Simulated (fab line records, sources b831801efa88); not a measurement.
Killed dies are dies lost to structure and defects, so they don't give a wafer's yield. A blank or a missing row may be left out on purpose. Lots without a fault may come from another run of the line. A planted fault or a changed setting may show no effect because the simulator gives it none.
fab line records | flow sky130
record lots=6 wafers=18 last_day=50
route steps=708 shown NWELL@63 PWDE@84 VT_ADJUST_HVTP@85 VT_ADJUST_LVTN@97 PAD_OPEN@708
lots that met no fault: from a run of the same line without faults
start_h: hours from the record's first day to the start of the lot's first wafer shown | wait_h: hours since the lot's step before | " the same as in the row above | L1.1+2: a row that stands for several wafers | - no value, or no start given | * or withheld: withheld | < > ~ a bound
route shown NAME@n: a module of which the file shows steps, and the number in the route of the first | usual: mean/standard deviation of fault-free wafers | same: alike in all rows | chamber/n: place in a boat | sites: the reading at each site | _std_site: their standard deviation | _edge_site: outer sites' mean less inner sites' | radius_mm: how far each site lies from the wafer's centre | mask NAME#n: copy n | behind: the tool/chamber that last shaped the wafer | hold: why the lot was held/for how many hours/how that ended | device: the transistor (n, p or np) that didn't switch | end of line: the same wafers' tests at the end of the route | a step without rows: its recipe alone | killed: dies lost to structure and defects at the first sort, not the wafer's yield | map: a wafer's dies, x killed, . not, _ none there
set.NAME: the setting as run; set.NAME@STEP: as run at that earlier step | model.NAME: the simulator's own value behind a step, which no gauge read
lots at some steps of the route; a table a step, a row a wafer
services: from which hour (start_h, from the record's first day; less than 0 if before it) a tool's chamber was out of use, for how many hours, and why
## steps
# step SKY_NWELL_OVL_MEAS_10
# usual NWELL_00_OVL=0.2/1.4
# columns lot.wafer tool chamber start_h wait_h NWELL_00_OVL[nm]
L688.2 overlay-01 - 119.13 - 0.8
L688.3 " - " " 0.3
L688.5 " - " " 1.0
L689.3 overlay-02 - 121.13 - 0.9
L689.4 " - " " -0.1
L689.5 " - " " 0.5
L698.2 overlay-02 - 165.71 - 1.3
L698.4 " - " " 2.3
L698.6 " - " " 1.6
L700.1 overlay-02 - 176.65 - 0.5
L700.2 " - " " 1.5
L700.3 " - " " 1.2
L703.2 overlay-01 - 201.03 - 0.0
L703.3 " - " " -0.5
L703.6 " - " " -0.4
L706.1 overlay-02 - 220.12 - -0.2
L706.3 " - " " 0.2
L706.4 " - " " -1.4
# step SKY_NWELL_IMPLANT_11
# recipe species=P energy_kev=400 dose_cm2=1.9e+13 tilt_deg=withheld
# step SKY_NWELL_IMPLANT_12
# recipe species=P energy_kev=120 dose_cm2=1.3e+12 tilt_deg=withheld
# step SKY_NWELL_IMPLANT_13
# recipe species=P energy_kev=50 dose_cm2=7e+11 tilt_deg=withheld
# step SKY_NWELL_STRIP_14
# recipe chemistry=O2/N2 power_w=1400 pressure_mtorr=1500 platen_temp_c=withheld o2_flow_sccm=3000 n2_flow_sccm=300 overash_fraction=0.5
# usual drypump_motor_current_A=5.5/0.55 oes_product_au=0.723/0.004 strip_time_to_endpoint_s=36.89/0.11
# columns lot.wafer tool chamber start_h wait_h drypump_motor_current_A oes_product_au rf_hours_counter_h strip_time_to_endpoint_s
L688.2 plasma_asher-04 1 119.61 0.1 5.8 0.720 42 36.81
L688.3 " 1 " " 5.8 0.727 - 36.78
L688.5 " 0 " " 4.7 0.725 - 36.86
L689.3 plasma_asher-04 1 121.63 0.1 5.8 0.721 - 36.94
L689.4 " 0 " " 4.7 0.722 - 36.88
L689.5 " 0 " " 4.7 0.725 - 36.95
L698.2 plasma_asher-04 1 166.19 0.1 5.8 0.724 47 36.76
L698.4 " 0 " " 4.7 0.724 - 36.76
L698.6 " 1 " " 5.8 0.712 - 36.87
L700.1 plasma_asher-04 1 177.14 0.1 5.8 0.728 48 36.83
L700.2 " 0 " " 4.7 0.722 48 36.80
L700.3 " 1 " " 5.8 0.718 - 36.85
L703.2 plasma_asher-02 0 201.51 0.1 6.4 0.728 9 36.94
L703.3 " 1 " " 6.0 0.717 - 36.96
L703.6 " 1 " " 6.0 0.728 - 36.81
L706.1 plasma_asher-03 0 220.61 0.1 5.4 0.722 53 36.85
L706.3 " 0 " " 5.4 0.719 - 36.86
L706.4 " 1 " " 5.4 0.727 - 36.94
# step SKY_NWELL_TW_MEAS_15
# usual NWELL_TW=1827/20
# columns lot.wafer tool chamber start_h wait_h NWELL_TW
L688.2 film_metro-02 - 119.72 0.1 1817
L688.3 " - " " 1810
L688.5 " - " " 1812
L689.3 film_metro-02 - 121.72 0.1 1794
L689.4 " - " " 1811
L689.5 " - " " 1791
L698.2 film_metro-03 - 166.30 0.1 1824
L698.4 " - " " 1817
L698.6 " - " " 1824
L700.1 film_metro-01 - 177.24 0.1 1854
L700.2 " - " " 1840
L700.3 " - " " 1859
L703.2 film_metro-01 - 201.62 0.1 1850
L703.3 " - " " 1845
L703.6 " - " " 1850
L706.1 film_metro-03 - 220.71 0.1 1822
L706.3 " - " " 1821
L706.4 " - " " 1817
# step SKY_NWELL_DEHYDRATE_16
# recipe temp_c=200 time_s=60
# step SKY_NWELL_HMDS_17
# recipe prime_time_s=60 prime_temp_c=120
# step SKY_NWELL_COAT_18
# recipe spin_rpm=2000 resist_thk_nm=3000
# step SKY_NWELL_SOFTBAKE_19
# recipe temp_c=110 time_s=withheld
# step SKY_NWELL_EXPOSE_20
# recipe mask_id=NWM_COMPLEMENT na=0.6 source_shape=conventional sigma_outer=0.6 polarization=unpolarized target_cd_nm=840 dose_mj=260
# step SKY_NWELL_PEB_21
# recipe temp_c=115 time_s=withheld
# step SKY_NWELL_DEVELOP_22
# recipe wall_angle_deg=90 developer=TMAH develop_time_s=60 dev_temp_c=23
# columns lot.wafer tool chamber start_h wait_h
L688.2+3+5 litho_track-03 0 137 -
L689.3+4+5 litho_track-03 0 140 -
L698.2+4+6 litho_track-03 0 186 -
L700.1+2+3 litho_track-03 0 197 -
L703.2+3+6 litho_track-02 0 223 -
L706.1+3+4 litho_track-01 0 242 -
# step SKY_NWELL_OVL_MEAS_23
# usual NWELL_01_OVL=1.2/1.2
# columns lot.wafer tool chamber start_h wait_h NWELL_01_OVL[nm]
L688.2 overlay-01 - 137.97 - 0.6
L688.3 " - " " 1.6
L688.5 " - " " 0.1
L689.3 overlay-02 - 140.48 - 0.8
L689.4 " - " " 1.5
L689.5 " - " " 2.9
L698.2 overlay-02 - 186.52 - 2.3
L698.4 " - " " 2.4
L698.6 " - " " 2.7
L700.1 overlay-02 - 197.46 - 0.2
L700.2 " - " " 3.2
L700.3 " - " " -0.7
L703.2 overlay-01 - 223.28 - -0.3
L703.3 " - " " 0.1
L703.6 " - " " 0.3
L706.1 overlay-02 - 242.30 - 1.3
L706.3 " - " " 0.8
L706.4 " - " " 2.1
# step SKY_NWELL_IMPLANT_24
# recipe species=B energy_kev=140 dose_cm2=9.2e+12 tilt_deg=withheld
# step SKY_NWELL_STRIP_25
# recipe chemistry=O2/N2 power_w=1400 pressure_mtorr=1500 platen_temp_c=withheld o2_flow_sccm=3000 n2_flow_sccm=300 overash_fraction=0.5
# usual drypump_motor_current_A=5.7/0.5 oes_product_au=0.722/0.0046 strip_time_to_endpoint_s=36.91/0.1
# columns lot.wafer tool chamber start_h wait_h drypump_motor_current_A oes_product_au rf_hours_counter_h strip_time_to_endpoint_s
L688.2 plasma_asher-03 0 138.15 0.1 5.4 0.724 45 36.98
L688.3 " 0 " " 5.4 0.720 - 36.97
L688.5 " 0 " " 5.4 0.718 - 37.04
L689.3 plasma_asher-02 1 140.68 0.1 6.0 0.728 - 36.92
L689.4 " 0 " " 6.4 0.721 - 37.01
L689.5 " 1 " " 6.0 0.719 - 36.98
L698.2 plasma_asher-02 0 186.70 0.1 6.5 0.729 7 36.89
L698.4 " 1 " " 6.0 0.715 - 36.90
L698.6 " 1 " " 6.0 0.730 - 36.96
L700.1 plasma_asher-04 1 197.65 0.1 5.8 0.727 50 36.80
L700.2 " 0 " " 4.7 0.727 50 36.82
L700.3 " 1 " " 5.8 0.726 - 36.86
L703.2 plasma_asher-03 0 223.46 0.1 5.4 0.721 53 36.82
L703.3 " 0 " " 5.4 0.723 - 36.94
L703.6 " 1 " " 5.3 0.722 - 36.93
L706.1 plasma_asher-03 0 242.49 0.1 5.4 0.719 55 36.85
L706.3 " 0 " " 5.4 0.724 - 36.87
L706.4 " 1 " " 5.3 0.724 - 36.95
# step SKY_NWELL_TW_MEAS_26
# usual NWELL_2_TW=499/4.8
# columns lot.wafer tool chamber start_h wait_h NWELL_2_TW
L688.2 film_metro-03 - 138.26 0.1 499
L688.3 " - " " 500
L688.5 " - " " 498
L689.3 film_metro-03 - 140.77 0.1 501
L689.4 " - " " 498
L689.5 " - " " 498
L698.2 film_metro-02 - 186.81 0.1 498
L698.4 " - " " 501
L698.6 " - " " 497
L700.1 film_metro-02 - 197.75 0.1 497
L700.2 " - " " 494
L700.3 " - " " 496
L703.2 film_metro-02 - 223.57 0.1 493
L703.3 " - " " 493
L703.6 " - " " 496
L706.1 film_metro-02 - 242.59 0.1 494
L706.3 " - " " 491
L706.4 " - " " 491
# step SKY_NWELL_CLEAN_27
# recipe chemistry=SC1/SC2 mix=1:4:20 temp_c=70 time_s=150 dry=n2_spin
# step SKY_NWELL_RTA_28
# recipe temp_c=1050 time_s=30 idle_temp_c=650 ramp_up_c_per_s=150 ramp_down_c_per_s=90 ambient=N2
# usual lamp_power_pct=25.30/0.052 wafer_temp_C_max=1054.9/0.96
# columns lot.wafer tool chamber start_h wait_h lamp_power_pct wafer_temp_C_max
L688.2 rtp_anneal-02 0 138.38 0.0 25.24 1053.8
L688.3 " 0 " " 25.28 1054.4
L688.5 " 0 " " 25.36 1054.1
L689.3 rtp_anneal-01 0 140.90 0.0 25.35 1055.4
L689.4 " 0 " " 25.35 1055.8
L689.5 " 0 " " 25.22 1055.0
L698.2 rtp_anneal-01 0 186.93 0.0 25.31 1054.6
L698.4 " 0 " " 25.26 1054.4
L698.6 " 0 " " 25.34 1054.5
L700.1 rtp_anneal-02 0 197.87 0.0 25.21 1055.3
L700.2 " 0 " " 25.29 1055.3
L700.3 " 0 " " 25.34 1053.8
L703.2 rtp_anneal-02 0 223.68 0.0 25.27 1054.1
L703.3 " 0 " " 25.36 1054.3
L703.6 " 0 " " 25.33 1056.0
L706.1 rtp_anneal-02 0 242.70 0.0 25.30 1055.1
L706.3 " 0 " " 25.29 1055.2
L706.4 " 0 " " 25.32 1054.9
# step SKY_NWELL_RS_MEAS_29
# recipe thk_meas_gauge=four-point-probe
# usual NWELL_RS=624.9/1.5
# columns lot.wafer tool chamber start_h wait_h NWELL_RS[ohm/sq]
L688.2 film_metro-02 - 138.49 0.1 624.8
L688.3 " - " " 625.5
L688.5 " - " " 624.9
L689.3 film_metro-01 - 141.01 0.1 625.0
L689.4 " - " " 624.9
L689.5 " - " " 626.1
L698.2 film_metro-02 - 187.03 0.1 623.3
L698.4 " - " " 626.8
L698.6 " - " " 623.9
L700.1 film_metro-02 - 197.97 0.1 624.6
L700.2 " - " " 628.2
L700.3 " - " " 626.3
L703.2 film_metro-03 - 223.79 0.1 624.9
L703.3 " - " " 625.1
L703.6 " - " " 624.4
L706.1 film_metro-01 - 242.80 0.1 625.8
L706.3 " - " " 624.3
L706.4 " - " " 627.1
# step SKY_NWELL_RS_MEAS_31
# recipe thk_meas_gauge=four-point-probe
# usual PWDE_RS=5281/17
# columns lot.wafer tool chamber start_h wait_h PWDE_RS[ohm/sq]
L688.2 film_metro-02 - 138.73 0.1 5283
L688.3 " - " " 5274
L688.5 " - " " 5271
L689.3 film_metro-01 - 141.25 0.1 5264
L689.4 " - " " 5259
L689.5 " - " " 5273
L698.2 film_metro-02 - 187.27 0.1 5280
L698.4 " - " " 5294
L698.6 " - " " 5297
L700.1 film_metro-02 - 198.21 0.1 5278
L700.2 " - " " 5261
L700.3 " - " " 5246
L703.2 film_metro-03 - 224.03 0.1 5275
L703.3 " - " " 5271
L703.6 " - " " 5274
L706.1 film_metro-01 - 243.04 0.1 5294
L706.3 " - " " 5292
L706.4 " - " " 5301
# step SKY_VT_ADJUST_HVTP_DEHYDRATE_00
# recipe temp_c=200 time_s=60
# step SKY_VT_ADJUST_HVTP_HMDS_01
# recipe prime_time_s=60 prime_temp_c=120
# step SKY_VT_ADJUST_HVTP_COAT_02
# recipe resist=NOVOLAK spin_rpm=3000 resist_thk_nm=1140
# step SKY_VT_ADJUST_HVTP_SOFTBAKE_03
# recipe temp_c=90 time_s=60 resist=NOVOLAK
# step SKY_VT_ADJUST_HVTP_EXPOSE_04
# recipe mask_id=HVTPM na=0.6 source_shape=conventional sigma_outer=0.6 polarization=unpolarized target_cd_nm=380 dose_mj=140
# step SKY_VT_ADJUST_HVTP_PEB_05
# recipe temp_c=withheld time_s=* resist=NOVOLAK
# step SKY_VT_ADJUST_HVTP_DEVELOP_06
# recipe resist=NOVOLAK developer=TMAH develop_time_s=60 dev_temp_c=23
# step SKY_VT_ADJUST_HVTP_CD_MEAS_07
# recipe target_cd_nm=380
# usual cd_nm=379.8/2.2
# columns lot.wafer tool chamber start_h wait_h cd_nm
L688.2 cd_sem-02 - 157.74 0.1 380.6
L688.3 " - " " 381.2
L688.5 " - " " 381.9
L689.3 cd_sem-01 - 159.91 0.1 381.1
L689.4 " - " " 380.4
L689.5 " - " " 379.4
L698.2 cd_sem-01 - 206.71 0.1 377.7
L698.4 " - " " 379.2
L698.6 " - " " 377.9
L700.1 cd_sem-02 - 219.09 0.1 378.9
L700.2 " - " " 380.9
L700.3 " - " " 380.6
L703.2 cd_sem-01 - 246.82 0.1 377.2
L703.3 " - " " 380.5
L703.6 " - " " 379.2
L706.1 cd_sem-01 - 266.32 0.1 378.8
L706.3 " - " " 377.6
L706.4 " - " " 380.7
# step SKY_VT_ADJUST_HVTP_OVL_MEAS_08
# usual VT_ADJUST_HVTP_OVL=1.7/1.6
# columns lot.wafer tool chamber start_h wait_h VT_ADJUST_HVTP_OVL[nm]
L688.2 overlay-01 - 157.85 0.1 1.9
L688.3 " - " " 2.5
L688.5 " - " " 2.1
L689.3 overlay-02 - 160.00 0.1 3.2
L689.4 " - " " 1.1
L689.5 " - " " 2.9
L698.2 overlay-01 - 206.82 0.1 3.3
L698.4 " - " " 2.9
L698.6 " - " " 1.8
L700.1 overlay-01 - 219.21 0.1 4.1
L700.2 " - " " 2.1
L700.3 " - " " 3.2
L703.2 overlay-02 - 246.93 0.1 0.5
L703.3 " - " " 1.3
L703.6 " - " " 1.8
L706.1 overlay-01 - 266.44 0.1 2.6
L706.3 " - " " 1.5
L706.4 " - " " 2.2
# step SKY_VT_ADJUST_HVTP_IMPLANT_09
# recipe species=As energy_kev=150 dose_cm2=4.3e+12 tilt_deg=withheld
# step SKY_VT_ADJUST_HVTP_STRIP_10
# recipe chemistry=O2/N2 power_w=1400 pressure_mtorr=1500 platen_temp_c=withheld o2_flow_sccm=3000 n2_flow_sccm=300 overash_fraction=0.5
# usual drypump_motor_current_A=5.6/0.44 oes_product_au=0.716/0.0046 strip_time_to_endpoint_s=14.21/0.038
# columns lot.wafer tool chamber start_h wait_h drypump_motor_current_A oes_product_au rf_hours_counter_h strip_time_to_endpoint_s
L688.2 plasma_asher-03 0 158.03 0.1 5.4 0.720 47 14.29
L688.3 " 1 " " 5.4 0.709 - 14.25
L688.5 " 0 " " 5.4 0.717 - 14.24
L689.3 plasma_asher-03 1 160.21 0.1 5.3 0.721 - 14.24
L689.4 " 0 " " 5.4 0.715 - 14.21
L689.5 " 0 " " 5.4 0.711 - 14.25
L698.2 plasma_asher-01 0 207.00 0.1 5.7 0.717 40 14.26
L698.4 " 1 " " 5.0 0.715 - 14.21
L698.6 " 1 " " 5.0 0.719 - 14.26
L700.1 plasma_asher-01 0 219.40 0.1 5.7 0.721 42 14.18
L700.2 " 1 " " 5.0 0.712 42 14.22
L700.3 " 0 " " 5.7 0.717 - 14.19
L703.2 plasma_asher-02 1 247.11 0.1 6.0 0.714 13 14.24
L703.3 " 1 " " 6.0 0.724 - 14.18
L703.6 " 1 " " 6.0 0.713 - 14.21
L706.1 plasma_asher-02 1 266.63 0.1 6.0 0.717 15 14.20
L706.3 " 1 " " 6.0 0.712 - 14.16
L706.4 " 0 " " 6.4 0.716 - 14.20
# step SKY_VT_ADJUST_HVTP_TW_MEAS_11
# usual VT_ADJUST_HVTP_TW=1354/16
# columns lot.wafer tool chamber start_h wait_h VT_ADJUST_HVTP_TW
L688.2 film_metro-01 - 158.14 0.1 1374
L688.3 " - " " 1375
L688.5 " - " " 1368
L689.3 film_metro-02 - 160.30 0.1 1350
L689.4 " - " " 1353
L689.5 " - " " 1353
L698.2 film_metro-01 - 207.11 0.1 1386
L698.4 " - " " 1387
L698.6 " - " " 1382
L700.1 film_metro-04 - 219.50 0.1 1340
L700.2 " - " " 1340
L700.3 " - " " 1344
L703.2 film_metro-01 - 247.22 0.1 1387
L703.3 " - " " 1377
L703.6 " - " " 1385
L706.1 film_metro-02 - 266.73 0.1 1341
L706.3 " - " " 1335
L706.4 " - " " 1341
# step SKY_VT_ADJUST_LVTN_DEHYDRATE_00
# recipe temp_c=200 time_s=60
# step SKY_VT_ADJUST_LVTN_HMDS_01
# recipe prime_time_s=60 prime_temp_c=120
# step SKY_VT_ADJUST_LVTN_COAT_02
# recipe spin_rpm=2000 resist_thk_nm=3000
# step SKY_VT_ADJUST_LVTN_SOFTBAKE_03
# recipe temp_c=110 time_s=withheld
# step SKY_VT_ADJUST_LVTN_EXPOSE_04
# recipe mask_id=NWM_COMPLEMENT_LESS_NATIVE na=0.6 source_shape=conventional sigma_outer=0.6 polarization=unpolarized target_cd_nm=840 dose_mj=194
# step SKY_VT_ADJUST_LVTN_PEB_05
# recipe temp_c=115 time_s=withheld
# step SKY_VT_ADJUST_LVTN_DEVELOP_06
# recipe wall_angle_deg=90 developer=TMAH develop_time_s=60 dev_temp_c=23
# step SKY_VT_ADJUST_LVTN_OVL_MEAS_07
# usual VT_ADJUST_LVTN_OVL=-0.5/1.3
# columns lot.wafer tool chamber start_h wait_h VT_ADJUST_LVTN_OVL[nm]
L688.2 overlay-02 - 178.50 - 1.0
L688.3 " - " " -1.4
L688.5 " - " " -0.7
L689.3 overlay-01 - 180.63 - 0.1
L689.4 " - " " 1.1
L689.5 " - " " -0.9
L698.2 overlay-01 - 228.51 - 0.8
L698.4 " - " " 1.3
L698.6 " - " " 1.1
L700.1 overlay-02 - 240.95 - 0.6
L700.2 " - " " -0.1
L700.3 " - " " 1.2
L703.2 overlay-01 - 271.32 - 1.6
L703.3 " - " " 1.3
L703.6 " - " " -0.3
L706.1 overlay-01 - 291.21 - -2.9
L706.3 " - " " -2.2
L706.4 " - " " 0.0
# step SKY_PAD_OPEN_PROBE_99
# usual killed_at_M0_to_M3=44/6.9 killed_at_M4_up=3.0/1.5 killed_at_contacts=24/5.2 killed_at_front_end=15/4.1 killed_at_other=0.4/0.62 killed_dies=87/9.6 killed_open=47/7 killed_short=40/6.2
# same gross_dies=492 killed_at_back_side=0
# columns lot.wafer tool chamber start_h wait_h killed_at_M0_to_M3 killed_at_M4_up killed_at_contacts killed_at_front_end killed_at_other killed_dies killed_open killed_short model.etest.res_iso_pwell.width_nm
L688.2 prober-01 - 1103.62 0.1 45 4 24 11 1 85 36 49 2686
L688.3 prober-01 - 1103.67 0.2 40 4 17 10 0 71 37 33 2675
L688.5 prober-01 - 1103.77 0.2 39 2 19 14 1 75 46 27 2668
L689.3 prober-02 - 1111.24 0.2 58 3 18 11 0 90 36 54 2617
L689.4 prober-02 - 1111.29 0.2 42 2 17 11 0 72 36 36 2640
L689.5 prober-02 - 1111.34 0.2 46 2 22 19 1 90 52 37 2639
L698.2 prober-01 - 1151.61 0.1 41 2 25 20 0 88 45 41 2636
L698.4 prober-01 - 1151.71 0.2 51 3 12 17 0 83 45 38 2627
L698.6 prober-01 - 1151.81 0.2 60 2 26 14 0 102 50 51 2645
L700.1 prober-01 - 1160.12 0.1 52 3 34 12 0 101 64 37 2637
L700.2 prober-01 - 1160.17 0.1 47 0 20 25 0 92 51 41 2636
L700.3 prober-01 - 1160.22 0.2 46 5 27 16 0 94 56 38 2644
L703.2 prober-01 - 1182.50 0.1 35 1 19 15 0 70 37 33 2650
L703.3 prober-01 - 1182.55 0.2 49 2 27 14 0 92 44 48 2643
L703.6 prober-01 - 1182.70 0.2 53 2 26 17 0 98 55 42 2655
L706.1 prober-02 - 1196.99 0.1 46 1 24 15 1 87 51 35 2669
L706.3 prober-02 - 1197.09 0.2 41 2 22 18 0 83 43 40 2652
L706.4 prober-02 - 1197.14 0.2 31 5 18 25 1 80 45 35 2656
# killed by level:class
L688.2 VIA1:geometric_particle:open=9 CONTACT:geometric_particle:open=8 METAL1:geometric_particle:short=8 CONTACT:geometric_particle:short=7 VIA1:geometric_particle:short=7 VIA2:geometric_particle:open=5 METAL2:geometric_particle:short=4 LOCAL_INTERCONNECT:geometric_particle:short=4
L688.3 VIA1:geometric_particle:open=13 LI_CONTACT:geometric_particle:open=6 CONTACT:geometric_particle:open=6 VIA1:geometric_particle:short=6 METAL2:geometric_particle:short=6 METAL1:geometric_particle:short=5 VIA3:geometric_particle:open=5 FIELD_ISO:geometric_particle:open=3
L688.5 VIA1:geometric_particle:open=10 LI_CONTACT:geometric_particle:open=8 VIA2:geometric_particle:open=5 VIA3:geometric_particle:open=5 VIA1:geometric_particle:short=4 CONTACT:geometric_particle:short=4 CONTACT:geometric_particle:open=4 VIA2:geometric_particle:short=4
L689.3 METAL1:geometric_particle:short=11 VIA3:geometric_particle:open=11 VIA1:geometric_particle:open=7 VIA1:geometric_particle:short=6 VIA2:geometric_particle:open=6 VIA3:geometric_particle:short=6 FIELD_ISO:geometric_particle:short=5 LI_CONTACT:geometric_particle:open=5
L689.4 CONTACT:geometric_particle:open=10 VIA1:geometric_particle:open=9 VIA1:geometric_particle:short=8 VIA3:geometric_particle:open=6 VIA3:geometric_particle:short=5 METAL1:geometric_particle:short=4 METAL2:geometric_particle:short=4 CONTACT:geometric_particle:short=3
L689.5 VIA1:geometric_particle:open=12 LI_CONTACT:geometric_particle:open=9 VIA3:geometric_particle:open=8 POLY_GATE:geometric_particle:short=5 CONTACT:geometric_particle:open=5 VIA2:geometric_particle:open=5 FIELD_ISO:geometric_particle:short=4 METAL3:geometric_particle:short=4
L698.2 FIELD_ISO:geometric_particle:open=8 LOCAL_INTERCONNECT:geometric_particle:short=7 METAL1:geometric_particle:short=6 VIA1:geometric_particle:open=6 VIA3:geometric_particle:open=6 LI_CONTACT:geometric_particle:open=5 CONTACT:geometric_particle:open=5 VIA2:geometric_particle:short=5
L698.4 VIA1:geometric_particle:open=13 VIA2:geometric_particle:short=9 VIA2:geometric_particle:open=7 FIELD_ISO:geometric_particle:open=6 CONTACT:geometric_particle:open=4 METAL1:geometric_particle:short=4 METAL2:geometric_particle:short=4 VIA3:geometric_particle:open=4
L698.6 VIA1:geometric_particle:open=13 VIA2:geometric_particle:open=9 LI_CONTACT:geometric_particle:open=7 LOCAL_INTERCONNECT:geometric_particle:short=7 VIA1:geometric_particle:short=6 CONTACT:geometric_particle:short=6 METAL1:geometric_particle:short=6 METAL3:geometric_particle:short=6
L700.1 CONTACT:geometric_particle:open=16 VIA1:geometric_particle:open=16 VIA2:geometric_particle:open=8 FIELD_ISO:geometric_particle:open=7 LI_CONTACT:geometric_particle:open=7 VIA3:geometric_particle:short=7 METAL1:geometric_particle:short=5 LOCAL_INTERCONNECT:geometric_particle:short=4
L700.2 VIA3:geometric_particle:open=9 VIA1:geometric_particle:open=8 CONTACT:geometric_particle:open=7 METAL2:geometric_particle:short=7 FIELD_ISO:geometric_particle:short=6 FIELD_ISO:geometric_particle:open=6 POLY_GATE:geometric_particle:short=6 POLY_GATE:geometric_particle:open=5
L700.3 VIA3:geometric_particle:open=12 CONTACT:geometric_particle:open=10 VIA1:geometric_particle:open=10 CONTACT:geometric_particle:short=7 METAL1:geometric_particle:short=7 FIELD_ISO:geometric_particle:open=6 LI_CONTACT:geometric_particle:open=5 FIELD_ISO:geometric_particle:short=4
L703.2 LI_CONTACT:geometric_particle:open=7 CONTACT:geometric_particle:open=6 VIA1:geometric_particle:open=6 VIA2:geometric_particle:open=6 FIELD_ISO:geometric_particle:short=4 VIA3:geometric_particle:short=3 POLY_GATE:geometric_particle:short=3 SPACER:geometric_particle:open=3
L703.3 LI_CONTACT:geometric_particle:open=9 METAL2:geometric_particle:short=8 METAL1:geometric_particle:short=7 CONTACT:geometric_particle:open=6 VIA1:geometric_particle:open=6 VIA3:geometric_particle:open=6 POLY_GATE:geometric_particle:open=5 VIA2:geometric_particle:short=5
L703.6 VIA1:geometric_particle:open=10 LI_CONTACT:geometric_particle:open=10 VIA2:geometric_particle:open=9 FIELD_ISO:geometric_particle:short=8 CONTACT:geometric_particle:open=6 VIA1:geometric_particle:short=6 VIA3:geometric_particle:open=6 METAL1:geometric_particle:short=5
L706.1 CONTACT:geometric_particle:open=10 VIA1:geometric_particle:open=9 VIA3:geometric_particle:open=9 METAL2:geometric_particle:short=7 CONTACT:geometric_particle:short=6 VIA2:geometric_particle:open=6 FIELD_ISO:geometric_particle:open=5 METAL1:geometric_particle:short=4
L706.3 VIA1:geometric_particle:open=8 LI_CONTACT:geometric_particle:open=7 FIELD_ISO:geometric_particle:short=6 CONTACT:geometric_particle:open=6 VIA2:geometric_particle:open=6 CONTACT:geometric_particle:short=4 VIA3:geometric_particle:open=4 METAL1:geometric_particle:short=4
L706.4 VIA1:geometric_particle:open=10 VIA3:geometric_particle:open=8 POLY_GATE:geometric_particle:open=7 FIELD_ISO:geometric_particle:short=6 POLY_GATE:geometric_particle:short=5 LI_CONTACT:geometric_particle:open=5 CONTACT:geometric_particle:open=5 METAL4:geometric_particle:short=5
## services
# columns tool chamber start_h hours kind
plasma_asher-02 - 108.75 9.0 pm
plasma_asher-02 0 108.75 9.0 vent_cycle
plasma_asher-02 1 108.75 9.0 vent_cycle
plasma_asher-03 - 115.42 15.3 repair
plasma_asher-02 0 117.75 - clean
plasma_asher-02 1 117.75 - clean
plasma_asher-02 - 128.44 0.4 repair
plasma_asher-03 - 147.88 0.5 repair
plasma_asher-02 - 148.56 0.4 repair
litho_track-03 - 225.68 - consumable_replace:filter
plasma_asher-03 - 247.09 4.0 repair
plasma_asher-03 - 254.26 42.4 pm
rtp_anneal-02 - 263.21 4.0 pm
## key
first_sign none at tools or gauges
model_effect step=SKY_PAD_OPEN_PROBE_99 value=etest.res_iso_pwell.width_nm without=2660 struck=2637
met_at SKY_NWELL_DEVELOP_22
struck_wafers L698.2,L698.4,L698.6,L700.1,L700.2,L700.3
tester_left_out L698,L700
onset_between 140 186
also_fits SKY_NWELL_STRIP_14:plasma_asher-04,SKY_VT_ADJUST_HVTP_STRIP_10:plasma_asher-01
fault kind=process_parameter_drift tool=litho_track-03 chamber=- onset_h=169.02 steps=SKY_NWELL_DEVELOP_22 channel=develop_time_s offset=* shape=step end_h=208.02 acts_in=* stated=*
# tester_left_out: of these lots the tester's yield and bins aren't shown, on N5 and GAA mostly nor the transistor test; their killed dies are dies lost to structure and defects alone, not to doping, threshold or leakage, so they don't give the yield
